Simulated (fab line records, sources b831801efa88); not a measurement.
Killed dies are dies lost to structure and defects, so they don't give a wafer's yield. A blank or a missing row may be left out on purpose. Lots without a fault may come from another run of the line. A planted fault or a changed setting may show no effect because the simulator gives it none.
fab line records | flow sky130
record lots=5 wafers=15 last_day=49
route steps=708 shown METAL3@561 VIA3@573
lots that met no fault: from a run of the same line without faults
start_h: hours from the record's first day to the start of the lot's first wafer shown | wait_h: hours since the lot's step before | " the same as in the row above | L1.1+2: a row that stands for several wafers | - no value, or no start given | * or withheld: withheld | < > ~ a bound
route shown NAME@n: a module of which the file shows steps, and the number in the route of the first | usual: mean/standard deviation of fault-free wafers | same: alike in all rows | chamber/n: place in a boat | sites: the reading at each site | _std_site: their standard deviation | _edge_site: outer sites' mean less inner sites' | radius_mm: how far each site lies from the wafer's centre | mask NAME#n: copy n | behind: the tool/chamber that last shaped the wafer | hold: why the lot was held/for how many hours/how that ended | device: the transistor (n, p or np) that didn't switch | end of line: the same wafers' tests at the end of the route | a step without rows: its recipe alone | killed: dies lost to structure and defects at the first sort, not the wafer's yield | map: a wafer's dies, x killed, . not, _ none there
set.NAME: the setting as run; set.NAME@STEP: as run at that earlier step | model.NAME: the simulator's own value behind a step, which no gauge read
lots at some steps of the route; a table a step, a row a wafer
services: from which hour (start_h, from the record's first day; less than 0 if before it) a tool's chamber was out of use, for how many hours, and why
## steps
# step SKY_METAL3_PEB_11
# recipe peb_temp_c=withheld peb_time_s=withheld resist=KrF-thick
# usual exhaust_pa=45.2/0.88
# columns lot.wafer tool chamber start_h wait_h exhaust_pa
L081.2 litho_track-02 0 - - 46.8
L081.3 " 0 " " 46.3
L081.5 " 0 " " 46.8
L082.1 litho_track-04 0 - - 45.7
L082.4 " 0 " " 45.3
L082.6 " 0 " " 45.7
L086.3 litho_track-02 0 - - 45.4
L086.5 " 0 " " 44.4
L086.6 " 0 " " 44.9
L087.2 litho_track-02 0 - - 46.3
L087.4 " 0 " " 44.3
L087.5 " 0 " " 44.8
L094.1 litho_track-03 0 - - 46.1
L094.2 " 0 " " 46.8
L094.6 " 0 " " 46.6
# step SKY_METAL3_DEVELOP_12
# recipe develop_time_s=60 resist=KrF-thick dev_temp_c=21
# usual exhaust_pa=45.1/0.94
# columns lot.wafer tool chamber start_h wait_h exhaust_pa
L081.2 litho_track-02 0 - - 45.3
L081.3 " 0 " " 45.5
L081.5 " 0 " " 45.5
L082.1 litho_track-04 0 - - 46.5
L082.4 " 0 " " 44.0
L082.6 " 0 " " 45.7
L086.3 litho_track-02 0 - - 44.8
L086.5 " 0 " " 45.5
L086.6 " 0 " " 44.6
L087.2 litho_track-02 0 - - 46.2
L087.4 " 0 " " 45.3
L087.5 " 0 " " 44.3
L094.1 litho_track-03 0 - - 43.2
L094.2 " 0 " " 45.0
L094.6 " 0 " " 43.6
# step SKY_METAL3_CD_MEAS_13
# recipe target_cd_nm=300
# usual cd_nm=299.9/1.1
# columns lot.wafer tool chamber start_h wait_h cd_nm
L081.2 cd_sem-01 - 957.58 - 300.1
L081.3 " - " " 300.3
L081.5 " - " " 300.1
L082.1 cd_sem-01 - 961.27 - 300.2
L082.4 " - " " 298.6
L082.6 " - " " 299.3
L086.3 cd_sem-02 - 992.50 - 301.9
L086.5 " - " " 301.5
L086.6 " - " " 301.5
L087.2 cd_sem-01 - 998.58 - 299.0
L087.4 " - " " 298.6
L087.5 " - " " 299.5
L094.1 cd_sem-02 - 1044.78 - 300.0
L094.2 " - " " 299.7
L094.6 " - " " 300.5
# step SKY_METAL3_OVL_MEAS_14
# usual METAL3_OVL=-4/4.8
# columns lot.wafer tool chamber start_h wait_h METAL3_OVL[nm]
L081.2 overlay-01 - 957.68 0.1 -11
L081.3 " - " " -14
L081.5 " - " " -4
L082.1 overlay-01 - 961.39 0.1 -3
L082.4 " - " " -8
L082.6 " - " " -5
L086.3 overlay-02 - 992.59 0.1 -4
L086.5 " - " " -4
L086.6 " - " " -8
L087.2 overlay-02 - 998.68 0.1 -7
L087.4 " - " " 0
L087.5 " - " " -1
L094.1 overlay-02 - 1044.90 0.1 0
L094.2 " - " " -1
L094.6 " - " " -2
# step SKY_METAL3_DESCUM_15
# recipe chemistry=O2 source_power_w=150 bias_power_w=0 pressure_mtorr=10 temp_c=40 time_s=8
# usual drypump_motor_current_A=5.5/0.35 oes_product_au=1.002/0.0077
# columns lot.wafer tool chamber start_h wait_h drypump_motor_current_A oes_product_au rf_hours_counter_h
L081.2 rie_metal-03 0 957.71 0.0 5.4 0.989 9
L081.3 " 1 " " 5.7 0.986 -
L081.5 " 1 " " 5.7 0.991 -
L082.1 rie_metal-02 0 961.43 0.0 5.3 1.014 4
L082.4 " 0 " " 5.3 1.008 -
L082.6 " 1 " " 5.9 1.002 -
L086.3 rie_metal-03 1 992.63 0.0 5.7 0.996 -
L086.5 " 0 " " 5.4 1.002 -
L086.6 " 1 " " 5.7 1.002 -
L087.2 rie_metal-03 0 998.71 0.0 5.4 0.991 12
L087.4 " 1 " " 5.7 1.011 -
L087.5 " 0 " " 5.4 1.006 -
L094.1 rie_metal-01 0 1044.94 0.0 6.0 1.014 0
L094.2 " 1 " " 5.0 0.999 23
L094.6 " 0 " " 5.9 1.005 -
# step SKY_METAL3_ETCH_16
# recipe chemistry=N2/H2 target=BARC ion_energy_ev=200 bias_w=100 pressure_mtorr=30 n2_flow_sccm=100 h2_flow_sccm=200 icp_w=500 stop_on=SiO2 time_s=88.2 target_depth_a=600
# usual drypump_motor_current_A=5.5/0.35 n2_flow_sccm=100.0/0.3 oes_product_au=0.626/0.0045 throttle_valve_pct=13.205/0.0088
# columns lot.wafer tool chamber start_h wait_h drypump_motor_current_A n2_flow_sccm oes_product_au rf_hours_counter_h throttle_valve_pct
L081.2 rie_metal-03 0 957.75 0.0 5.4 99.6 0.630 9 13.185
L081.3 " 1 " " 5.7 99.7 0.631 - 13.196
L081.5 " 1 " " 5.7 100.1 0.628 - 13.215
L082.1 rie_metal-02 0 961.46 0.0 5.3 99.9 0.623 4 13.199
L082.4 " 0 " " 5.3 100.3 0.625 - 13.214
L082.6 " 1 " " 5.9 100.3 0.626 - 13.204
L086.3 rie_metal-03 1 992.68 0.0 5.7 100.0 0.616 - 13.207
L086.5 " 0 " " 5.4 99.7 0.631 - 13.206
L086.6 " 1 " " 5.7 99.7 0.630 - 13.206
L087.2 rie_metal-03 0 998.75 0.0 5.4 99.8 0.625 12 13.199
L087.4 " 1 " " 5.7 99.8 0.621 - 13.202
L087.5 " 0 " " 5.4 99.7 0.632 - 13.214
L094.1 rie_metal-01 0 1044.97 0.0 6.0 100.0 0.631 1 13.200
L094.2 " 1 " " 5.0 99.7 0.627 23 13.215
L094.6 " 0 " " 6.0 99.8 0.628 - 13.186
# step SKY_METAL3_ETCH_17
# recipe target=SiO2 stop_on=TiN chemistry=C4F8/O2/Ar source_w=1500 bias_w=1200 pressure_mtorr=40 c4f8_flow_sccm=withheld O2_flow_sccm=6 Ar_flow_sccm=300 time_s=3.9 target_depth_a=150
# usual oes_product_au=0.754/0.0074
# columns lot.wafer tool chamber start_h wait_h oes_product_au
L081.2 rie_diel-03 0 957.84 0.1 0.757
L081.3 " 2 " " 0.752
L081.5 " 2 " " 0.759
L082.1 rie_diel-02 3 961.56 0.1 0.751
L082.4 " 3 " " 0.761
L082.6 " 2 " " 0.773
L086.3 rie_diel-03 3 992.75 0.0 0.755
L086.5 " 3 " " 0.753
L086.6 " 2 " " 0.756
L087.2 rie_diel-02 2 998.85 0.1 0.754
L087.4 " 1 " " 0.749
L087.5 " 2 " " 0.759
L094.1 rie_diel-02 2 1045.07 0.1 0.752
L094.2 " 3 " " 0.760
L094.6 " 1 " " 0.757
# step SKY_METAL3_METAL_ETCH_18
# recipe target_depth_a=8450 stop_on=SiO2 over_etch_frac=0.3 time_s=183.1 chemistry=Cl2/BCl3 resist_sidewall_deg=88 pressure_mtorr=10 icp_w=900 bias_w=48.5 Cl2_flow_sccm=60 bcl3_flow_sccm=30
# usual drypump_motor_current_A=5.5/0.36 oes_product_au=0.865/0.0064 throttle_valve_pct=22.264/0.0091
# columns lot.wafer tool chamber start_h wait_h drypump_motor_current_A oes_product_au rf_hours_counter_h throttle_valve_pct
L081.2 rie_metal-01 1 957.86 0.0 5.0 0.868 15 22.266
L081.3 " 0 " " 6.0 0.864 - 22.245
L081.5 " 1 " " 5.0 0.866 - 22.254
L082.1 rie_metal-03 0 961.58 0.0 5.4 0.865 10 22.279
L082.4 " 0 " " 5.4 0.873 - 22.264
L082.6 " 0 " " 5.4 0.864 - 22.259
L086.3 rie_metal-01 0 992.82 0.1 6.0 0.876 - 22.262
L086.5 " 1 " " 5.0 0.871 - 22.270
L086.6 " 0 " " 6.0 0.858 - 22.271
L087.2 rie_metal-02 1 998.86 0.0 5.9 0.865 12 22.269
L087.4 " 1 " " 5.9 0.867 - 22.269
L087.5 " 0 " " 5.3 0.869 - 22.266
L094.1 rie_metal-02 1 1045.09 0.0 5.9 0.860 15 22.263
L094.2 " 0 " " 5.3 0.867 8 22.268
L094.6 " 0 " " 5.3 0.860 - 22.262
# step SKY_METAL3_STRIP_19
# recipe chemistry=O2/N2 power_w=1400 pressure_mtorr=1500 platen_temp_c=withheld o2_flow_sccm=3000 n2_flow_sccm=300 overash_fraction=0.5
# usual drypump_motor_current_A=5.5/0.58 n2_flow_sccm=300.1/0.95 oes_product_au=0.502/0.0054 strip_time_to_endpoint_s=6.52/0.067
# columns lot.wafer tool chamber start_h wait_h drypump_motor_current_A n2_flow_sccm oes_product_au rf_hours_counter_h strip_time_to_endpoint_s
L081.2 plasma_asher-01 1 958.04 0.1 5.1 300.5 0.497 22 6.56
L081.3 " 0 " " 4.9 299.6 0.502 - 6.56
L081.5 " 1 " " 5.1 300.9 0.495 - 6.55
L082.1 plasma_asher-02 0 961.76 0.1 6.3 300.5 0.517 53 6.63
L082.4 " 0 " " 6.3 301.5 0.506 - 6.61
L082.6 " 0 " " 6.3 301.2 0.508 - 6.59
L086.3 plasma_asher-04 0 992.97 0.1 5.9 299.8 0.517 - 6.56
L086.5 " 0 " " 5.9 301.0 0.508 - 6.56
L086.6 " 1 " " 4.7 299.5 0.506 - 6.57
L087.2 plasma_asher-02 1 999.04 0.1 5.6 299.2 0.504 57 6.50
L087.4 " 0 " " 6.4 301.4 0.495 - 6.45
L087.5 " 1 " " 5.6 299.7 0.494 - 6.53
L094.1 plasma_asher-01 1 1045.27 0.1 5.1 299.3 0.491 30 6.42
L094.2 " 0 " " 4.9 300.1 0.499 30 6.47
L094.6 " 1 " " 5.1 300.2 0.496 - 6.47
# step SKY_METAL3_STRIP_20
# recipe chemistry=post_etch_residue_remover time_s=1200 temp_c=72.5
# usual bath_guard_temp_C=72.3/0.48
# columns lot.wafer tool chamber start_h wait_h bath_guard_temp_C
L081.2 wet_bench-02 3 958.14 0.1 72.8
L081.3 " 3 " " 72.3
L081.5 " 3 " " 72.2
L082.1 wet_bench-01 1 961.86 0.1 72.5
L082.4 " 1 " " 72.0
L082.6 " 1 " " 72.1
L086.3 wet_bench-02 3 993.04 0.0 72.5
L086.5 " 3 " " 72.6
L086.6 " 3 " " 72.3
L087.2 wet_bench-03 2 999.14 0.1 72.1
L087.4 " 2 " " 72.3
L087.5 " 2 " " 72.2
L094.1 wet_bench-03 3 1045.37 0.1 71.7
L094.2 " 3 " " 71.3
L094.6 " 3 " " 71.9
# step SKY_METAL3_CLEAN_21
# recipe chemistry=IPA time_s=180 temp_c=25
# columns lot.wafer tool chamber start_h wait_h
L081.2+3+5 wet_bench-01 1 958.48 0.0
L082.1+4+6 wet_bench-03 0 962.26 0.0
L086.3+5+6 wet_bench-01 3 993.38 0.0
L087.2+4+5 wet_bench-01 1 999.48 0.0
L094.1+2+6 wet_bench-03 0 1045.71 0.0
# step SKY_METAL3_CLEAN_22
# recipe chemistry=O3/DIW dry=n2_spin
# columns lot.wafer tool chamber start_h wait_h
L081.2+3+5 wet_bench-02 3 958.55 0.0
L082.1+4+6 wet_bench-02 2 962.33 0.0
L086.3+5+6 wet_bench-03 1 993.45 0.0
L087.2+4+5 wet_bench-03 2 999.54 0.0
L094.1+2+6 wet_bench-03 1 1045.77 0.0
# step SKY_VIA3_HDPCVD_00
# recipe material=SiO2 target_thk_nm=1635 sigma_open_frac=0.3 time_s=272.5 temp_c=400 sih4_flow_sccm=60 pressure_mtorr=6
# columns lot.wafer tool chamber start_h wait_h
L081.2+3+5 hdpcvd-01 1,2,0 958.64 0.0
L082.1+4+6 hdpcvd-01 0,2,0 962.42 0.0
L086.3+5+6 hdpcvd-01 2,1,0 993.54 0.0
L087.2+4+5 hdpcvd-01 1,0,1 999.63 0.0
L094.1+2+6 hdpcvd-01 2,1,2 1045.86 0.0
# step SKY_VIA3_THK_MEAS_01
# recipe reads=SiO2_of_VIA3_HDPCVD_00
# usual VIA3_HDPCVD_THK=1630/20
# columns lot.wafer tool chamber start_h wait_h VIA3_HDPCVD_THK[nm]
L081.2 film_metro-01 - 958.82 0.1 1650
L081.3 " - " " 1611
L081.5 " - " " 1622
L082.1 film_metro-04 - 962.59 0.1 1618
L082.4 " - " " 1606
L082.6 " - " " 1610
L086.3 film_metro-04 - 993.73 0.1 1635
L086.5 " - " " 1649
L086.6 " - " " 1628
L087.2 film_metro-01 - 999.81 0.1 1629
L087.4 " - " " 1606
L087.5 " - " " 1630
L094.1 film_metro-03 - 1046.11 0.2 1671
L094.2 " - " " 1672
L094.6 " - " " 1650
## services
# columns tool chamber start_h hours kind
rie_diel-03 0 934.01 10.5 repair
plasma_asher-02 - 938.96 2.8 pm
rie_diel-02 - 943.86 4.4 repair
rie_metal-01 - 954.03 0.5 repair
rie_diel-02 1 955.46 9.7 repair
plasma_asher-04 - 960.08 4.3 repair
wet_bench-01 - 962.26 4.4 pm
rie_diel-03 - 963.53 10.0 pm
hdpcvd-01 - 966.16 2.0 repair
rie_metal-03 1 971.88 3.1 repair
rie_metal-02 0 976.26 21.6 repair
rie_diel-02 0 985.41 3.5 repair
plasma_asher-02 - 986.51 2.1 repair
rie_diel-02 - 990.60 1.5 repair
rie_diel-02 - 1003.04 15.6 pm
rie_diel-03 3 1003.83 4.1 repair
rie_metal-01 0 1004.23 - clean
rie_metal-01 0 1004.23 26.7 scheduled_down
rie_metal-01 0 1004.23 26.7 vent_cycle
plasma_asher-02 - 1008.71 3.3 repair
rie_metal-01 0 1032.29 6.4 repair
hdpcvd-01 0 1032.65 19.8 repair
## key
fault none
